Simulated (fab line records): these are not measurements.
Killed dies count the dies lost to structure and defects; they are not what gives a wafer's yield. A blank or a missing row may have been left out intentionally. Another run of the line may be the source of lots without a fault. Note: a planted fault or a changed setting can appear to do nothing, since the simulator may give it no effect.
The tool behind it: which one? | flow gf180mcu | 21 wafers sampled from 7 lots at 1 step of a route of 602

WHAT THE GAUGES READ, wafer by wafer
GF_V2_THK_MEAS_25: measures by xrf.
lot  | measured     | on            | V2_W_THK (nm)
L590 | day 20 12:37 | film-metro-03 | 342 352 350
L593 | day 22 01:08 | film-metro-03 | 342 349 337
L596 | day 23 05:23 | film-metro-03 | 350 348 347
L606 | day 26 08:32 | film-metro-04 | 345 347 348
L608 | day 26 20:23 | film-metro-03 | 348 354 351
L610 | day 27 14:56 | film-metro-04 | 346 344 350
L612 | day 28 06:08 | film-metro-02 | 348 348 351

WHICH TOOL RAN EACH LOT (tool, then ch and the chambers of the sampled wafers, then the start)
There is no process step in the record ahead of these readings.

THE ANSWER, worked out from the rows above alone
Rule: the usual values come from the lots themselves. The widest of any qualifying gaps counts: lots, ordered by their means at a reading, are off when they make up no more than a third of the lots, leave a main group of 4 or more, and stand apart from it by 3 or more times the standard deviation of that group's means. If all means in a main group match to the digits the tables above print for the reading, that group is not used. Also off: a lot with no number at a reading for which 4 or more lots have one. The other lots that the step has rows for count as sound.
No lot is off on any of the readings shown, so nothing can be concluded from this.

WHAT HAD BEEN PUT IN BY THE SIMULATOR
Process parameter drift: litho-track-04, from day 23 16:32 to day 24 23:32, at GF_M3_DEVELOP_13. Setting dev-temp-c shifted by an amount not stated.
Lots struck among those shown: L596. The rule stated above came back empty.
